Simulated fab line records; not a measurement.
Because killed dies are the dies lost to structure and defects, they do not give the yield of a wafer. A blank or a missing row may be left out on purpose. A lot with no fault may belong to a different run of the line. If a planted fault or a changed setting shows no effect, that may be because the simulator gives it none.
fab line records | flow sky130
[record] lots = 6 wafers = 18 last_day = 49
route steps=708 shown LOCAL_INTERCONNECT@394 CONTACT@406 PAD_OPEN@708
lots that met no fault: from a run of the same line without faults
start_h: start of the lot's first displayed wafer, in hours after the record's first day | wait_h: hours from the lot's prior step to this one | " unchanged from the row above | L1.1+2: a single row standing in for several wafers | - no value present, or no start provided | * or withheld: withheld | < > ~ a bound
route shown NAME@n: NAME is a module with steps in the file, n the number in the route of the first one | usual: mean/standard deviation of fault-free wafers | same: alike in all rows | chamber/n: place in a boat | sites: each site's reading | _std_site: the values' standard deviation | _edge_site: inner sites' mean taken away from outer sites' mean | radius_mm: how far each site lies from the wafer's centre | mask NAME#n: copy n | behind: tool/chamber where the wafer was last shaped | hold: what put the lot on hold/how long, in hours/how the hold closed | device: transistor that didn't switch, given as n, p or np | end of line: tests of these same wafers at the route's end | where a step has no rows: the recipe by itself | killed: dies lost to structure and defects at the first sort, not the wafer's yield | map: a wafer's dies, x killed, . not, _ none there
set.NAME: the setting the step ran with; set.NAME@STEP: the setting that earlier step ran with | model.NAME: the simulator's own value behind a step, which no gauge read
certain route steps with their lots: each step a table, each wafer a row
services: the hour from which a tool's chamber was out of use, counted from the record's first day as start_h (under 0 if before that day), plus the number of hours and why
[[steps]]
[step SKY_LOCAL_INTERCONNECT_SOFTBAKE_07]
[recipe] temp_c = 100 time_s = 90 resist = KrF-thick
[step SKY_LOCAL_INTERCONNECT_EXPOSE_08]
[recipe] mask_id = LI1M na = 0.8 source_shape = annular sigma_inner = 0.55 sigma_outer = 0.85 target_cd_nm = 170 dose_mj = 28
[step SKY_LOCAL_INTERCONNECT_PEB_09]
[recipe] peb_temp_c = withheld peb_time_s = withheld resist = KrF-thick
[step SKY_LOCAL_INTERCONNECT_DEVELOP_10]
[recipe] develop_time_s = 60 resist = KrF-thick dev_temp_c = 21
[step SKY_LOCAL_INTERCONNECT_CD_MEAS_11]
[recipe] target_cd_nm = 170
[usual] cd_nm = 170.4/1.6
// columns lot.wafer tool chamber start_h wait_h cd_nm
L707.1 cd_sem-01 - 724.77 - 168.4
L707.5 " - " " 169.4
L707.6 " - " " 170.9
L709.3 cd_sem-02 - 734.71 - 168.2
L709.5 " - " " 168.4
L709.6 " - " " 168.0
L719.3 cd_sem-02 - 802.66 - 170.5
L719.4 " - " " 170.5
L719.6 " - " " 171.3
L720.1 cd_sem-02 - 809.12 - 170.9
L720.2 " - " " 170.3
L720.5 " - " " 171.6
L721.1 cd_sem-01 - 822.22 - 172.0
L721.3 " - " " 170.7
L721.5 " - " " 172.7
L722.1 cd_sem-02 - 824.72 - 169.9
L722.2 " - " " 170.2
L722.3 " - " " 169.6
[step SKY_LOCAL_INTERCONNECT_OVL_MEAS_12]
[usual] LOCAL_INTERCONNECT_OVL = -2/6.2
// columns lot.wafer tool chamber start_h wait_h LOCAL_INTERCONNECT_OVL[nm]
L707.1 overlay-01 - 724.89 0.1 6
L707.5 " - " " 7
L707.6 " - " " 7
L709.3 overlay-01 - 734.80 0.1 13
L709.5 " - " " 13
L709.6 " - " " 2
L719.3 overlay-01 - 802.75 0.1 -5
L719.4 " - " " -6
L719.6 " - " " -8
L720.1 overlay-01 - 809.24 0.1 0
L720.2 " - " " -2
L720.5 " - " " -6
L721.1 overlay-02 - 822.34 0.1 -2
L721.3 " - " " -3
L721.5 " - " " -5
L722.1 overlay-01 - 824.84 0.1 -6
L722.2 " - " " 2
L722.3 " - " " -3
[step SKY_LOCAL_INTERCONNECT_ETCH_13]
[recipe] chemistry = N2/H2 target = BARC ion_energy_ev = 200 bias_w = 100 pressure_mtorr = 30 n2_flow_sccm = 100 h2_flow_sccm = 200 icp_w = 500 stop_on = SiO2 time_s = 45.9 target_depth_a = 600
[usual] drypump_motor_current_A = 5.7/0.42 oes_product_au = 0.854/0.005 throttle_valve_pct = 13.225/0.0083
// columns lot.wafer tool chamber start_h wait_h drypump_motor_current_A oes_product_au rf_hours_counter_h throttle_valve_pct
L707.1 rie_metal-02 1 724.93 0.0 5.2 0.856 10 13.210
L707.5 " 1 " " 5.2 0.853 - 13.231
L707.6 " 0 " " 6.4 0.862 - 13.214
L709.3 rie_metal-03 0 734.85 0.0 5.5 0.856 - 13.214
L709.5 " 0 " " 5.5 0.864 - 13.239
L709.6 " 1 " " 5.7 0.861 - 13.227
L719.3 rie_metal-03 0 802.80 0.0 5.5 0.859 - 13.244
L719.4 " 1 " " 5.7 0.854 - 13.234
L719.6 " 1 " " 5.7 0.858 - 13.215
L720.1 rie_metal-03 0 809.28 0.0 5.5 0.859 14 13.217
L720.2 " 1 " " 5.8 0.857 16 13.223
L720.5 " 0 " " 5.5 0.851 - 13.225
L721.1 rie_metal-03 0 822.37 0.0 5.5 0.851 15 13.218
L721.3 " 0 " " 5.5 0.861 - 13.219
L721.5 " 0 " " 5.5 0.857 - 13.227
L722.1 rie_metal-01 0 824.88 0.0 5.3 0.846 6 13.235
L722.2 " 1 " " 5.7 0.843 12 13.236
L722.3 " 0 " " 5.2 0.838 - 13.226
[step SKY_LOCAL_INTERCONNECT_METAL_ETCH_14]
[recipe] target_depth_nm = 110 stop_on = PSG chemistry = Cl2/BCl3 target = TiN resist_sidewall_deg = 88 pressure_mtorr = 10 icp_w = 900 bias_w = 48.5 Cl2_flow_sccm = 60 bcl3_flow_sccm = 30 time_s = 31.4
[usual] drypump_motor_current_A = 5.6/0.42 oes_product_au = 0.941/0.0064 throttle_valve_pct = 21.902/0.0097
// columns lot.wafer tool chamber start_h wait_h drypump_motor_current_A oes_product_au rf_hours_counter_h throttle_valve_pct
L707.1 rie_metal-02 1 724.99 0.0 5.2 0.947 10 21.893
L707.5 " 1 " " 5.2 0.942 - 21.900
L707.6 " 0 " " 6.4 0.945 - 21.890
L709.3 rie_metal-03 0 734.91 0.0 5.5 0.932 - 21.899
L709.5 " 0 " " 5.5 0.936 - 21.923
L709.6 " 1 " " 5.7 0.940 - 21.922
L719.3 rie_metal-03 0 802.85 0.0 5.4 0.943 - 21.888
L719.4 " 1 " " 5.7 0.945 - 21.884
L719.6 " 1 " " 5.7 0.948 - 21.907
L720.1 rie_metal-03 0 809.34 0.0 5.4 0.940 14 21.908
L720.2 " 1 " " 5.7 0.949 16 21.895
L720.5 " 0 " " 5.5 0.942 - 21.905
L721.1 rie_metal-03 0 822.50 0.1 5.4 0.939 15 21.914
L721.3 " 0 " " 5.5 0.952 - 21.888
L721.5 " 0 " " 5.4 0.945 - 21.895
L722.1 rie_metal-01 0 824.94 0.0 5.3 0.925 6 21.900
L722.2 " 1 " " 5.7 0.946 12 21.899
L722.3 " 0 " " 5.3 0.939 - 21.887
[step SKY_LOCAL_INTERCONNECT_STRIP_15]
[recipe] chemistry = O2/N2 power_w = 1400 pressure_mtorr = 1500 platen_temp_c = withheld o2_flow_sccm = 3000 n2_flow_sccm = 300 overash_fraction = 0.5
[step SKY_LOCAL_INTERCONNECT_STRIP_16]
[recipe] chemistry = post_etch_residue_remover time_s = 1200 temp_c = 72.5
[step SKY_LOCAL_INTERCONNECT_CLEAN_17]
[recipe] chemistry = IPA time_s = 180 temp_c = 25
[step SKY_LOCAL_INTERCONNECT_CLEAN_18]
[recipe] chemistry = O3/DIW dry = n2_spin
[step SKY_CONTACT_CVD_00]
[recipe] material = Si3N4 target_thk_nm = 75 temp_c = 400 time_s = withheld rf_w = 450
[usual] heater_power_w = 653/55
// columns lot.wafer tool chamber start_h wait_h heater_power_w model.Si3N4_of_CONTACT_CVD_00.thk_nm
L707.1 pecvd-04 1 725.63 0.0 717 74.11
L707.5 " 2 " " 625 74.04
L707.6 " 0 " " 589 74.32
L709.3 pecvd-02 0 735.53 0.0 684 73.64
L709.5 " 1 " " 608 75.16
L709.6 " 0 " " 700 75.48
L719.3 pecvd-04 2 803.52 0.0 588 74.13
L719.4 " 0 " " 695 101.3
L719.6 " 1 " " 734 76.38
L720.1 pecvd-02 2 809.99 0.0 699 73.31
L720.2 " 1 " " 570 73.79
L720.5 " 2 " " 686 74.27
L721.1 pecvd-04 1 823.23 0.0 688 73.83
L721.3 " 0 " " 646 100.2
L721.5 " 2 " " 601 74.23
L722.1 pecvd-02 0 825.59 0.0 704 74.05
L722.2 " 1 " " 571 74.27
L722.3 " 2 " " 629 74.24
[step SKY_CONTACT_THK_MEAS_01]
[recipe] reads = Si3N4_of_CONTACT_CVD_00
[usual] CONTACT_CVD_00_THK = 74.5/0.89
// columns lot.wafer tool chamber start_h wait_h CONTACT_CVD_00_THK[nm]
L707.1 film_metro-03 - 725.67 - 74.1
L707.5 " - " " 74.0
L707.6 " - " " 74.4
L709.3 film_metro-03 - 735.59 - 73.7
L709.5 " - " " 75.1
L709.6 " - " " 75.5
L719.3 film_metro-04 - 803.57 - 74.1
L719.4 " - " " 101.4
L719.6 " - " " 76.3
L720.1 film_metro-03 - 810.03 - 73.3
L720.2 " - " " 73.8
L720.5 " - " " 74.3
L721.1 film_metro-01 - 823.26 - 73.8
L721.3 " - " " 100.2
L721.5 " - " " 74.2
L722.1 film_metro-03 - 825.63 - 74.0
L722.2 " - " " 74.3
L722.3 " - " " 74.2
[step SKY_CONTACT_HDPCVD_02]
[recipe] material = SiO2 target_thk_nm = 565 sigma_open_frac = 0.3 time_s = 94.2 temp_c = 600 sih4_flow_sccm = 60 pressure_mtorr = 6
[step SKY_CONTACT_THK_MEAS_03]
[recipe] reads = SiO2_of_CONTACT_HDPCVD_02
[usual] CONTACT_HDPCVD_THK = 566/4.8
// columns lot.wafer tool chamber start_h wait_h CONTACT_HDPCVD_THK[nm]
L707.1 film_metro-04 - 725.80 0.0 563
L707.5 " - " " 568
L707.6 " - " " 563
L709.3 film_metro-04 - 735.72 0.1 573
L709.5 " - " " 578
L709.6 " - " " 572
L719.3 film_metro-01 - 803.70 0.1 568
L719.4 " - " " 566
L719.6 " - " " 565
L720.1 film_metro-04 - 810.16 0.0 567
L720.2 " - " " 569
L720.5 " - " " 563
L721.1 film_metro-04 - 823.39 0.0 561
L721.3 " - " " 562
L721.5 " - " " 560
L722.1 film_metro-04 - 825.76 0.0 570
L722.2 " - " " 566
L722.3 " - " " 565
[step SKY_CONTACT_CMP_04]
[recipe] material = SiO2 down_force_psi = 4 platen_rpm = 60 pad_velocity_m_s = 0.94248
[usual] motor_current_A = 12.3/1.1
// columns lot.wafer tool chamber start_h wait_h motor_current_A
L707.1 cmp-02 0 725.96 0.1 10.9
L707.6 " 2 " " 13.0
L707.5 " 3 " " 12.5
L709.3 cmp-01 3 735.91 0.2 12.5
L709.6 " 0 " " 12.4
L709.5 " 1 " " 11.9
L719.3 cmp-02 1 803.74 0.0 13.9
L719.4 " 0 " " 10.1
L719.6 " 1 " " 14.2
L720.2 cmp-02 0 810.22 0.0 10.0
L720.1 " 1 " " 14.7
L720.5 " 0 " " 10.5
L721.1 cmp-01 1 823.50 0.1 12.5
L721.3 " 3 " " 12.7
L721.5 " 1 " " 12.8
L722.1 cmp-02 2 825.85 0.1 13.9
L722.2 " 3 " " 11.9
L722.3 " 1 " " 13.4
[step SKY_CONTACT_BOW_MEAS_05]
[recipe] mode = bow
[usual] CONTACT_BOW = 82/7.1
// columns lot.wafer tool chamber start_h wait_h CONTACT_BOW[um]
L707.1 film_metro-01 - 726.16 0.1 86
L707.5 " - " " 70
L707.6 " - " " 83
L709.3 film_metro-03 - 736.10 0.1 80
L709.5 " - " " 84
L709.6 " - " " 86
L719.3 film_metro-01 - 804.08 0.3 74
L719.4 " - " " 71
L719.6 " - " " 84
L720.1 film_metro-03 - 810.52 0.2 74
L720.2 " - " " 75
L720.5 " - " " 97
L721.1 film_metro-01 - 823.75 0.2 64
L721.3 " - " " 82
L721.5 " - " " 82
L722.1 film_metro-03 - 826.15 0.2 87
L722.2 " - " " 93
L722.3 " - " " 78
[step SKY_CONTACT_DEHYDRATE_06]
[recipe] temp_c = 200 time_s = 60
[step SKY_CONTACT_HMDS_07]
[recipe] prime_time_s = 60 prime_temp_c = 120
[step SKY_CONTACT_COAT_08]
[recipe] resist = BARC temp_c = withheld time_s = withheld spin_rpm = 3000 resist_thk_nm = 60
[step SKY_CONTACT_COAT_09]
[recipe] resist = KrF-thick spin_rpm = 3000 resist_thk_nm = 450
[step SKY_CONTACT_SOFTBAKE_10]
[recipe] temp_c = 100 time_s = 90 resist = KrF-thick
[step SKY_CONTACT_EXPOSE_11]
[recipe] mask_id = CTM1 na = 0.8 source_shape = annular sigma_inner = 0.55 sigma_outer = 0.85 target_cd_nm = 170 dose_mj = 38
[step SKY_CONTACT_PEB_12]
[recipe] peb_temp_c = withheld peb_time_s = withheld resist = KrF-thick
[step SKY_CONTACT_DEVELOP_13]
[recipe] develop_time_s = 60 resist = KrF-thick dev_temp_c = 21
[step SKY_CONTACT_CD_MEAS_14]
[recipe] target_cd_nm = 170
[usual] cd_nm = 169.9/1.8
// columns lot.wafer tool chamber start_h wait_h cd_nm
L707.1 cd_sem-01 - 753.92 - 171.2
L707.5 " - " " 170.5
L707.6 " - " " 172.0
L709.3 cd_sem-01 - 763.96 - 167.7
L709.5 " - " " 167.1
L709.6 " - " " 169.0
L719.3 cd_sem-01 - 831.16 - 171.7
L719.4 " - " " 172.1
L719.6 " - " " 172.9
L720.1 cd_sem-02 - 837.03 - 170.4
L720.2 " - " " 171.9
L720.5 " - " " 170.1
L721.1 cd_sem-02 - 849.53 - 170.2
L721.3 " - " " 171.6
L721.5 " - " " 170.0
L722.1 cd_sem-02 - 852.58 - 168.0
L722.2 " - " " 168.3
L722.3 " - " " 168.8
[step SKY_CONTACT_OVL_MEAS_15]
[usual] CONTACT_OVL = 1/5.6
// columns lot.wafer tool chamber start_h wait_h CONTACT_OVL[nm]
L707.1 overlay-02 - 754.04 0.1 -2
L707.5 " - " " -2
L707.6 " - " " 4
L709.3 overlay-01 - 764.05 0.1 -5
L709.5 " - " " -3
L709.6 " - " " 0
L719.3 overlay-01 - 831.25 0.1 -3
L719.4 " - " " 4
L719.6 " - " " -5
L720.1 overlay-02 - 837.15 0.1 -5
L720.2 " - " " 2
L720.5 " - " " 2
L721.1 overlay-01 - 849.65 0.1 -12
L721.3 " - " " -9
L721.5 " - " " -2
L722.1 overlay-02 - 852.70 0.1 10
L722.2 " - " " 6
L722.3 " - " " 8
[step SKY_CONTACT_ETCH_16]
[recipe] chemistry = N2/H2 target = BARC ion_energy_ev = 200 source_w = 500 bias_w = 100 pressure_mtorr = 30 n2_flow_sccm = 100 h2_flow_sccm = 200 stop_on = SiO2 time_s = 45.9 target_depth_a = 600
[usual] drypump_motor_current_A = 5.8/0.47 oes_product_au = 0.854/0.005 throttle_valve_pct = 13.225/0.009
// columns lot.wafer tool chamber start_h wait_h drypump_motor_current_A oes_product_au rf_hours_counter_h throttle_valve_pct
L707.1 rie_diel-02 0 754.07 0.0 6.2 0.858 19 13.220
L707.5 " 1 " " 6.6 0.856 - 13.231
L707.6 " 0 " " 6.3 0.856 - 13.227
L709.3 rie_diel-02 2 764.07 0.0 5.9 0.859 1 13.201
L709.5 " 3 " " 6.2 0.855 - 13.225
L709.6 " 2 " " 5.9 0.859 - 13.229
L719.3 rie_diel-04 0 831.27 0.0 5.7 0.854 15 13.227
L719.4 " 1 " " 5.1 0.853 17 13.221
L719.6 " 3 " " 5.8 0.855 - 13.228
L720.1 rie_diel-04 0 837.19 0.0 5.8 0.852 15 13.236
L720.2 " 3 " " 5.8 0.863 7 13.215
L720.5 " 0 " " 5.8 0.859 - 13.230
L721.1 rie_diel-04 3 849.69 0.0 5.8 0.864 8 13.241
L721.3 " 0 " " 5.8 0.854 15 13.225
L721.5 " 3 " " 5.8 0.847 - 13.234
L722.1 rie_diel-01 3 852.74 0.0 5.1 0.860 19 13.235
L722.2 " 2 " " 5.3 0.852 11 13.220
L722.3 " 0 " " 5.8 0.850 9 13.226
[step SKY_CONTACT_ETCH_17]
[recipe] target = SiO2 chemistry = C4F8/O2/Ar stop_on = Si3N4 mask_material = KrF-thick source_w = 1500 bias_w = 1200 pressure_mtorr = 40 c4f8_flow_sccm = withheld O2_flow_sccm = 6 Ar_flow_sccm = 300 time_s = withheld target_depth_a = 3400
[step SKY_CONTACT_ETCH_18]
[recipe] target = Si3N4 chemistry = CHF3/O2 stop_on = TiN source_w = 600 bias_w = 200 pressure_mtorr = 40 chf3_flow_sccm = 50 O2_flow_sccm = 5 time_s = 39 target_depth_a = 750
[usual] drypump_motor_current_A = 5.8/0.46 oes_product_au = 0.852/0.0072 throttle_valve_pct = 8.792/0.0091
// columns lot.wafer tool chamber start_h wait_h drypump_motor_current_A oes_product_au rf_hours_counter_h throttle_valve_pct model.etch.depth_nm
L707.1 rie_diel-02 0 - - 6.2 0.852 19 8.804 74.11
L707.5 " 1 " " 6.6 0.847 - 8.774 74.04
L707.6 " 0 " " 6.2 0.856 - 8.792 74.32
L709.3 rie_diel-02 2 - - 5.8 0.836 1 8.778 73.64
L709.5 " 3 " " 6.1 0.850 - 8.801 75.16
L709.6 " 2 " " 5.8 0.854 - 8.792 75.48
L719.3 rie_diel-04 0 - - 5.8 0.859 15 8.791 74.13
L719.4 " 1 " " 5.1 0.986 17 8.808 96.26
L719.6 " 3 " " 5.8 0.867 - 8.803 76.38
L720.1 rie_diel-04 0 - - 5.8 0.851 15 8.796 73.31
L720.2 " 3 " " 5.9 0.843 8 8.801 73.79
L720.5 " 0 " " 5.8 0.849 - 8.792 74.27
L721.1 rie_diel-04 3 - - 5.8 0.834 8 8.787 73.83
L721.3 " 0 " " 5.8 0.991 15 8.824 97.41
L721.5 " 3 " " 5.8 0.846 - 8.799 74.23
L722.1 rie_diel-01 3 - - 5.0 0.850 19 8.785 74.05
L722.2 " 2 " " 5.3 0.845 11 8.800 74.27
L722.3 " 0 " " 5.8 0.852 9 8.801 74.24
[step SKY_CONTACT_STRIP_19]
[recipe] chemistry = O2/N2 power_w = 1400 pressure_mtorr = 1500 platen_temp_c = withheld o2_flow_sccm = 3000 n2_flow_sccm = 300 overash_fraction = 0.5
[usual] drypump_motor_current_A = 5.74/0.17 oes_product_au = 0.380/0.0044 strip_time_to_endpoint_s = 3.613/0.028
// columns lot.wafer tool chamber start_h wait_h drypump_motor_current_A oes_product_au rf_hours_counter_h strip_time_to_endpoint_s
L707.1 plasma_asher-03 0 754.21 - 5.86 0.372 1 3.603
L707.5 " 1 " " 5.43 0.383 - 3.633
L707.6 " 0 " " 5.86 0.372 - 3.606
L709.3 plasma_asher-04 1 764.24 - 5.87 0.383 - 3.626
L709.5 " 1 " " 5.90 0.384 - 3.621
L709.6 " 0 " " 5.75 0.379 - 3.658
L719.3 plasma_asher-04 0 831.44 - 5.73 0.383 - 3.615
L719.4 " 1 " " 5.85 0.377 - 3.620
L719.6 " 1 " " 5.87 0.373 - 3.669
L720.1 plasma_asher-04 1 837.32 - 5.86 0.380 100 3.650
L720.2 " 0 " " 5.75 0.386 100 3.669
L720.5 " 1 " " 5.88 0.387 - 3.648
L721.1 plasma_asher-03 1 849.82 - 5.40 0.385 10 3.660
L721.3 " 0 " " 5.78 0.386 - 3.632
L721.5 " 0 " " 5.80 0.375 - 3.649
L722.1 plasma_asher-03 0 852.87 - 5.94 0.379 10 3.587
L722.2 " 1 " " 5.39 0.373 10 3.589
L722.3 " 0 " " 5.88 0.376 - 3.606
[step SKY_PAD_OPEN_PROBE_99]
[usual] killed_at_M0_to_M3 = 44/7 killed_at_M4_up = 3.4/1.7 killed_at_contacts = 24/4.9 killed_at_front_end = 15/4.5 killed_at_other = 0.4/0.61 killed_dies = 86/9.7 killed_on_rim = 17/3.6 killed_open = 47/7.1 killed_short = 39/6.1
[same] gross_dies = 492 killed_at_back_side = 0
// columns lot.wafer tool chamber start_h wait_h killed_at_M0_to_M3 killed_at_M4_up killed_at_contacts killed_at_front_end killed_at_other killed_dies killed_on_rim killed_open killed_short
L707.1 prober-01 - 1089.36 0.1 37 5 32 11 0 85 19 41 44
L707.5 prober-01 - 1089.56 0.2 46 7 28 20 0 101 22 64 37
L707.6 prober-01 - 1089.61 0.2 40 5 29 2 0 76 19 43 33
L719.3 prober-02 - 1147.31 0.2 51 4 30 13 2 100 21 61 39
L719.4 prober-02 - 1147.36 0.2 51 1 410 19 0 481 95 56 42
L719.6 prober-02 - 1147.46 0.2 45 2 19 16 0 82 17 48 34
L720.1 prober-01 - 1153.43 0.1 39 7 23 11 0 80 15 35 45
L720.2 prober-01 - 1153.48 0.1 51 2 30 15 0 98 20 55 43
L720.5 prober-01 - 1153.63 0.2 36 4 33 15 1 89 20 56 33
L721.1 prober-02 - 1162.85 0.1 32 1 22 11 0 66 10 41 25
L721.3 prober-02 - 1162.95 0.2 45 3 377 16 0 441 63 48 40
L721.5 prober-02 - 1163.05 0.2 46 2 19 23 2 92 16 37 53
L722.1 prober-01 - 1169.29 0.1 55 3 17 11 0 86 22 40 45
L722.2 prober-01 - 1169.34 0.1 36 4 27 11 0 78 14 47 31
L722.3 prober-01 - 1169.39 0.2 31 6 19 15 1 72 13 39 31
// killed by level:class
L707.1 CONTACT:geometric_particle:open=14 CONTACT:geometric_particle:short=10 VIA1:geometric_particle:open=10 VIA1:geometric_particle:short=4 VIA2:geometric_particle:open=4 METAL3:geometric_particle:short=4 FIELD_ISO:geometric_particle:short=3 POLY_GATE:geometric_particle:short=3
L707.5 CONTACT:geometric_particle:open=15 VIA3:geometric_particle:open=9 VIA1:geometric_particle:open=6 FIELD_ISO:geometric_particle:open=5 CONTACT:geometric_particle:short=5 METAL1:geometric_particle:short=5 VIA2:geometric_particle:open=5 METAL2:geometric_particle:short=4
L707.6 CONTACT:geometric_particle:open=12 VIA1:geometric_particle:open=12 LI_CONTACT:geometric_particle:open=7 METAL1:geometric_particle:short=6 VIA1:geometric_particle:short=5 METAL4:geometric_particle:short=5 CONTACT:geometric_particle:short=4 VIA2:geometric_particle:open=4
L719.3 VIA1:geometric_particle:open=14 VIA3:geometric_particle:open=12 LI_CONTACT:geometric_particle:open=11 CONTACT:geometric_particle:open=7 VIA2:geometric_particle:open=7 LOCAL_INTERCONNECT:geometric_particle:short=6 FIELD_ISO:geometric_particle:short=5 METAL3:geometric_particle:short=5
L719.4 CONTACT:area_etch=383 VIA1:geometric_particle:open=12 VIA3:geometric_particle:open=10 CONTACT:geometric_particle:open=8 FIELD_ISO:geometric_particle:open=7 LI_CONTACT:geometric_particle:open=7 METAL1:geometric_particle:short=7 LOCAL_INTERCONNECT:geometric_particle:short=6
L719.6 VIA1:geometric_particle:open=11 VIA3:geometric_particle:open=9 LI_CONTACT:geometric_particle:open=5 CONTACT:geometric_particle:short=5 CONTACT:geometric_particle:open=5 FIELD_ISO:geometric_particle:open=4 POLY_GATE:geometric_particle:short=4 VIA2:geometric_particle:open=4
L720.1 METAL1:geometric_particle:short=10 CONTACT:geometric_particle:open=8 CONTACT:geometric_particle:short=8 VIA2:geometric_particle:open=7 LI_CONTACT:geometric_particle:open=6 VIA3:geometric_particle:open=5 VIA1:geometric_particle:short=5 METAL4:geometric_particle:short=5
L720.2 CONTACT:geometric_particle:open=14 METAL1:geometric_particle:short=9 VIA1:geometric_particle:open=9 VIA2:geometric_particle:open=7 VIA3:geometric_particle:open=7 VIA1:geometric_particle:short=6 LI_CONTACT:geometric_particle:open=5 METAL2:geometric_particle:short=5
L720.5 LI_CONTACT:geometric_particle:open=18 CONTACT:geometric_particle:open=11 VIA2:geometric_particle:open=7 VIA1:geometric_particle:short=6 FIELD_ISO:geometric_particle:short=5 VIA2:geometric_particle:short=5 VIA1:geometric_particle:open=5 SPACER:geometric_particle:open=4
L721.1 CONTACT:geometric_particle:open=10 VIA2:geometric_particle:open=8 LI_CONTACT:geometric_particle:open=7 VIA3:geometric_particle:open=7 METAL1:geometric_particle:short=6 SPACER:geometric_particle:short=4 VIA1:geometric_particle:open=4 FIELD_ISO:geometric_particle:open=3
L721.3 CONTACT:area_etch=353 CONTACT:geometric_particle:open=12 VIA1:geometric_particle:open=10 METAL3:geometric_particle:short=8 METAL1:geometric_particle:short=6 FIELD_ISO:geometric_particle:open=5 METAL2:geometric_particle:short=5 VIA2:geometric_particle:open=5
L721.5 METAL1:geometric_particle:short=12 FIELD_ISO:geometric_particle:short=10 VIA1:geometric_particle:open=7 METAL2:geometric_particle:short=7 VIA2:geometric_particle:open=7 CONTACT:geometric_particle:open=6 FIELD_ISO:geometric_particle:open=5 CONTACT:geometric_particle:short=5
L722.1 METAL2:geometric_particle:short=10 VIA3:geometric_particle:open=9 VIA1:geometric_particle:open=8 CONTACT:geometric_particle:short=7 METAL1:geometric_particle:short=6 VIA2:geometric_particle:short=6 VIA2:geometric_particle:open=5 CONTACT:geometric_particle:open=4
L722.2 VIA2:geometric_particle:open=10 VIA1:geometric_particle:open=10 CONTACT:geometric_particle:open=9 LI_CONTACT:geometric_particle:open=6 CONTACT:geometric_particle:short=6 POLY_GATE:geometric_particle:open=3 LI_CONTACT:geometric_particle:short=3 LOCAL_INTERCONNECT:geometric_particle:short=3
L722.3 VIA1:geometric_particle:open=9 LI_CONTACT:geometric_particle:open=6 CONTACT:geometric_particle:open=6 METAL3:geometric_particle:short=6 POLY_GATE:geometric_particle:open=4 LOCAL_INTERCONNECT:geometric_particle:short=4 METAL4:geometric_particle:short=4 POLY_GATE:geometric_particle:short=3
// map L719.4 (x killed, . not)
__________xxxxxxxxxx_________
________xxxxxxxxxxxxxx_______
______xxxxxxxxxxxxxxxxxx_____
_____x.xxxxxxxxxxxxxxxxxx____
____xxxxxxxxxxxxxx.xxxxxxx___
___xxxxx.xxxxxxxxxxxxxxxxxx__
__xxxxxx.xx.xxx.xxxxxxxxxxxx_
_xxxxxxx.xxxxxxxxxxxxxxxxxxxx
_xxxxxxxxxxxxxxxxxx.xxxxxxxxx
_xxxx.xxxxxxxxxxxxx.xxxxxxxxx
_xxxxxxxxxxxxxxxxxxxxxxxxxxxx
_xxxxxxxxxxxxxxxxxxxxxxxxxxxx
_xxxxxxxxxxxxxxxxxxx.xxxxxxxx
_xxxxxxxxxxxxxxxxxxxxxxxxxxxx
_xxxxxxxxxxxxxxxxxxxxxxxxxxxx
__xxxxxxxxxxxxxxxxxxxxxxxxxx_
___xxxxxxxxxxxxxxxxxxxxxxxx__
____xxxxxxxxxxxxxxxxxxxxxx___
_____xxxxxxxxxxxxxxxxxxxx____
______xxxxxxxxxxxxxxxxxx_____
________xxxxxxxxxxxxxx_______
__________xxxxxxxxxx_________
// map L721.3 (x killed, . not)
__________x...xx.xxx_________
________.xx.xxxxxxx.x._______
______.x.xxxxxxxxxxxxxxx_____
_____xx.xxxxxxxxxxxxxxxxx____
____xxx.xxxxxxxxxxxxxxxxx.___
___...xxxxxxxxxxxxxxxxxxxx.__
__.x.xxxxxxxxxxxxxxxxxxx.xx._
_.x.xxxxxxxxxxxxxxxxxxxxxxx..
_.xxx.xxxxxxxxxxxxxxxxxxxxxxx
_...xxxxxxxxxxxxxxxxxxxxxxxxx
_....xxxxxxxxxxxxxxxxxxxxxxx.
_....xxxxxxxxxxxxxxxxxxxxxxxx
_.xxxxxxxxxxxxxxxxxxxxxxxxxx.
_xxxxxxxxxxxxxxxxxxxxxxxxxxx.
_.x.xxxxxxxxxxxxxxxxxxxxxxxx.
__xx.xxxxxxxxxxxxxxxxxxxxxx._
___..xxxxxxxxxxxxxxxxxxxxxx__
____xxxxxxxxxxxxxxxxxxxxxx___
_____.xxxxxxxxxxxxxxxxxxx____
______xxxxxxxxxxxxxxxx.x_____
________xxxxxxxxxxxxxx_______
__________xxxxxxxxxx_________
[[services]]
// columns tool chamber start_h hours kind
cmp-02 - 706.75 5.2 repair
cmp-02 - 707.29 1.0 repair
cmp-01 - 712.02 1.1 repair
cmp-02 - 712.35 2.3 repair
rie_metal-01 0 723.19 11.0 repair
rie_diel-02 0 725.64 8.3 repair
rie_diel-02 2 728.48 14.6 repair
plasma_asher-03 - 733.75 9.0 pm
rie_diel-02 1 735.44 3.3 repair
cmp-02 - 744.00 4.0 pm
pecvd-02 - 750.29 0.6 repair
plasma_asher-03 - 757.34 8.9 repair
rie_metal-02 - 761.53 2.8 pm
cmp-01 - 764.36 0.8 repair
rie_metal-01 - 769.83 2.8 pm
plasma_asher-04 - 779.63 7.0 repair
cmp-02 - 787.81 5.6 pm
plasma_asher-03 - 789.64 2.8 pm
pecvd-02 - 789.75 2.8 pm
rie_diel-02 0 836.78 28.9 repair
cmp-02 - 836.85 0.8 repair
pecvd-02 1 839.13 1.9 repair
rie_diel-02 - 842.66 2.6 repair
cmp-02 - 846.64 2.4 repair
[[key]]
[first_sign] step = SKY_CONTACT_THK_MEAS_01 reading = CONTACT_CVD_00_THK direction = up sigmas = 30 usual = 74.5 struck = 100.8
[effect] step = SKY_CONTACT_ETCH_18 reading = oes_product_au direction = up sigmas = 19 usual = 0.852 struck = 0.988
[effect] step = SKY_PAD_OPEN_PROBE_99 reading = killed_at_contacts direction = up sigmas = 76 usual = 24 struck = 394
[model_effect] step = SKY_CONTACT_CVD_00 value = Si3N4_of_CONTACT_CVD_00.thk_nm without = 74.78 struck = 100.8
[model_effect] step = SKY_CONTACT_ETCH_18 value = etch.depth_nm without = 74.78 struck = 96.84
[more_kills_born_at] SKY_CONTACT_ETCH_18@rie_diel-04 = 736
met_at SKY_CONTACT_CVD_00
struck_wafers L719.4,L721.3
later_rows_left_out L719.4,L721.3
tester_left_out L719,L721
onset_between 725.63 803.52
[fault] kind = process_parameter_drift tool = pecvd-04 chamber = 0 onset_h = 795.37 steps = SKY_CONTACT_CVD_00 channel = target_thk_nm offset = 25.994 shape = step end_h = 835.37 acts_in = these_recipes_only stated = 75
// tester_left_out: of these lots the tester's yield and bins aren't shown, on N5 and GAA mostly nor the transistor test; their killed dies are dies lost to structure and defects alone, not to doping, threshold or leakage, so they don't give the yield
// later_rows_left_out: the simulator's readings of these wafers behind a module that went badly wrong aren't trusted and aren't shown, but for the sort
